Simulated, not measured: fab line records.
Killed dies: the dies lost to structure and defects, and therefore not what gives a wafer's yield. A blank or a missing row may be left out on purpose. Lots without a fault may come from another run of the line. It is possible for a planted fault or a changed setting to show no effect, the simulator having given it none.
Which tool was responsible? :: flow gf180mcu :: Sampling: 7 lots, 21 wafers, 4 of 602 route steps

== WHAT THE GAUGES READ, wafer by wafer ==
GF_PASSIVATION_BOW_MEAS_14.
lot: L379
measured: day 30 04:42
on: film-metro-02
PASSIVATION_BOW (um): 138 136 134

lot: L381
measured: day 30 22:34
on: film-metro-04
PASSIVATION_BOW (um): 125 118 127

lot: L383
measured: day 31 12:20
on: film-metro-04
PASSIVATION_BOW (um): 150 140 149

lot: L386
measured: day 32 02:11
on: film-metro-04
PASSIVATION_BOW (um): 127 127 126

lot: L394
measured: day 34 03:06
on: film-metro-04
PASSIVATION_BOW (um): 128 130 137

lot: L396
measured: day 34 12:08
on: film-metro-04
PASSIVATION_BOW (um): 147 146 133

lot: L398
measured: day 34 20:33
on: film-metro-01
PASSIVATION_BOW (um): 117 115 125

== EACH LOT AND THE TOOL THAT RAN IT (in order: tool; ch and the chambers of the sampled wafers; start) ==
lot: L379
GF_MIM_SPUTTER_07: pvd-sputter-03, day 25 19:35
GF_M5_METAL_ETCH_10: rie-metal-02 ch 0, day 27 13:49
GF_PASSIVATION_DEVELOP_10: litho-track-01 ch 0, day 30 02:00

lot: L381
GF_MIM_SPUTTER_07: pvd-sputter-03, day 26 15:08
GF_M5_METAL_ETCH_10: rie-metal-04 ch 0,1, day 28 07:37
GF_PASSIVATION_DEVELOP_10: litho-track-02 ch 0, day 30 20:00

lot: L383
GF_MIM_SPUTTER_07: pvd-sputter-04, day 27 06:36
GF_M5_METAL_ETCH_10: rie-metal-02 ch 0,1, day 28 22:17
GF_PASSIVATION_DEVELOP_10: litho-track-01 ch 0, day 31 10:00

lot: L386
GF_MIM_SPUTTER_07: pvd-sputter-01, day 27 23:32
GF_M5_METAL_ETCH_10: rie-metal-04 ch 0, day 29 15:08
GF_PASSIVATION_DEVELOP_10: litho-track-01, day 32 00:00

lot: L394
GF_MIM_SPUTTER_07: pvd-sputter-03, day 30 08:17
GF_M5_METAL_ETCH_10: rie-metal-02 ch 1, day 31 20:49
GF_PASSIVATION_DEVELOP_10: litho-track-01 ch 0, day 34 01:00

lot: L396
GF_MIM_SPUTTER_07: pvd-sputter-03, day 30 21:17
GF_M5_METAL_ETCH_10: rie-metal-02 ch 0,1, day 32 07:23
GF_PASSIVATION_DEVELOP_10: litho-track-01 ch 0, day 34 10:00

lot: L398
GF_MIM_SPUTTER_07: pvd-sputter-01, day 31 06:47
GF_M5_METAL_ETCH_10: rie-metal-01 ch 0,1, day 32 16:55
GF_PASSIVATION_DEVELOP_10: litho-track-01 ch 0, day 34 18:00
- GF_MIM_SPUTTER_07: material TiN, target thk 60 nm, time 50 s.
- GF_M5_METAL_ETCH_10: etches the open film in Cl2/BCl3, stops on SiO2, target depth 750.8 nm, time 125.1 s.
- GF_PASSIVATION_DEVELOP_10: develop time 60 s.

== THE ANSWER, worked out from the rows above alone ==
Rule: what is usual is taken from the lots themselves. Put in order of their means at a reading, lots are off if they are a third of the lots or fewer, leave a main group of 4 or more, and stand apart from it by a gap of 3 or more times the standard deviation of the main group's means; of several such gaps the widest counts. If all means in a main group match to the digits the tables above print for the reading, that group is not used. A lot without any number at a reading at which 4 lots or more have one is off too. All remaining lots with rows at the step are treated as sound.
No lot is off at any reading shown: from this, nothing can be told.

== WHAT HAD BEEN PUT IN BY THE SIMULATOR ==
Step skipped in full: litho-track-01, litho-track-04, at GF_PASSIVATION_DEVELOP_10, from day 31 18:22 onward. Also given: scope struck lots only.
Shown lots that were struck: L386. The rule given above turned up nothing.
